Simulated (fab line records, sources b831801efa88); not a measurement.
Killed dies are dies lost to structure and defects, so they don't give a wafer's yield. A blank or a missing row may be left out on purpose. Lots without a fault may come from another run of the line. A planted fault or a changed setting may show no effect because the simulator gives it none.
Which tool did it? | flow gf180mcu | 6 lots, 17 wafers sampled, at 4 steps of a route of 602

WHAT THE GAUGES READ, wafer by wafer
GF_V5_THK_MEAS_03.
lot  | measured     | on            | V5_CVD_02_THK (nm)
L278 | day 26 12:41 | film_metro-01 | 1451 1464 1450
L280 | day 27 14:30 | film_metro-02 | 1449 1462 1467
L286 | day 29 01:04 | film_metro-04 | 939 947 939 948
L295 | day 31 13:16 | film_metro-01 | 1433 1439 1465
L297 | day 32 01:20 | film_metro-02 | 1434 1444 1472
L299 | day 32 16:48 | film_metro-02 | 1444 1489 1477

WHICH TOOL RAN EACH LOT (tool, then ch and the chambers of the sampled wafers, then the start)
lot  | GF_MIM_SPUTTER_00            | GF_MIM_SPUTTER_04            | GF_V5_CVD_02
L278 | pvd_sputter-03, day 24 15:46 | pvd_sputter-03, day 24 15:56 | pecvd-04 ch 0,2, day 26 12:31
L280 | pvd_sputter-03, day 25 18:43 | pvd_sputter-03, day 25 18:53 | pecvd-02 ch 0,2, day 27 14:23
L286 | pvd_sputter-03, day 27 08:36 | pvd_sputter-03, day 27 08:47 | pecvd-02 ch 0,2, day 29 00:54
L295 | pvd_sputter-01, day 29 23:02 | pvd_sputter-01, day 29 23:13 | pecvd-04 ch 1,2, day 31 13:08
L297 | pvd_sputter-04, day 30 12:19 | pvd_sputter-04, day 30 12:29 | pecvd-01 ch 0,1, day 32 01:13
L299 | pvd_sputter-01, day 31 05:40 | pvd_sputter-01, day 31 05:50 | pecvd-04 ch 0,1,2, day 32 16:41
- GF_MIM_SPUTTER_00: material Ti, target thk 37.5 nm, time 150 s.
- GF_MIM_SPUTTER_04: material TiN, target thk 50 nm, time 41.7 s.
- GF_V5_CVD_02: deposits SiO2 from TEOS, target thk 1450 nm, time 163.28 s.

THE ANSWER, worked out from the rows above alone
Rule: what is usual is taken from the lots themselves. Put in order of their means at a reading, lots are off if they are a third of the lots or fewer, leave a main group of 4 or more, and stand apart from it by a gap of 3 or more times the standard deviation of the main group's means; of several such gaps the widest counts. A main group whose means are all the same, to the digits that the tables above print for the reading, isn't used. A lot without any number at a reading at which 4 lots or more have one is off too. The other lots that the step has rows for count as sound.
Off: L286, at GF_V5_THK_MEAS_03 (V5_CVD_02_THK). The main group: mean 1456 nm, standard deviation 8.4.
A tool fits if, at a process step before that reading, it ran every lot that is off, and no sound lot after the first of them. The gauges at GF_V5_THK_MEAS_03 are tried like those tools. Can't be told from this: 3 tools fit, pvd_sputter-03 at GF_MIM_SPUTTER_00 and GF_MIM_SPUTTER_04, pecvd-02 at GF_V5_CVD_02, film_metro-04 at GF_V5_THK_MEAS_03.

WHAT THE SIMULATOR HAD PUT IN
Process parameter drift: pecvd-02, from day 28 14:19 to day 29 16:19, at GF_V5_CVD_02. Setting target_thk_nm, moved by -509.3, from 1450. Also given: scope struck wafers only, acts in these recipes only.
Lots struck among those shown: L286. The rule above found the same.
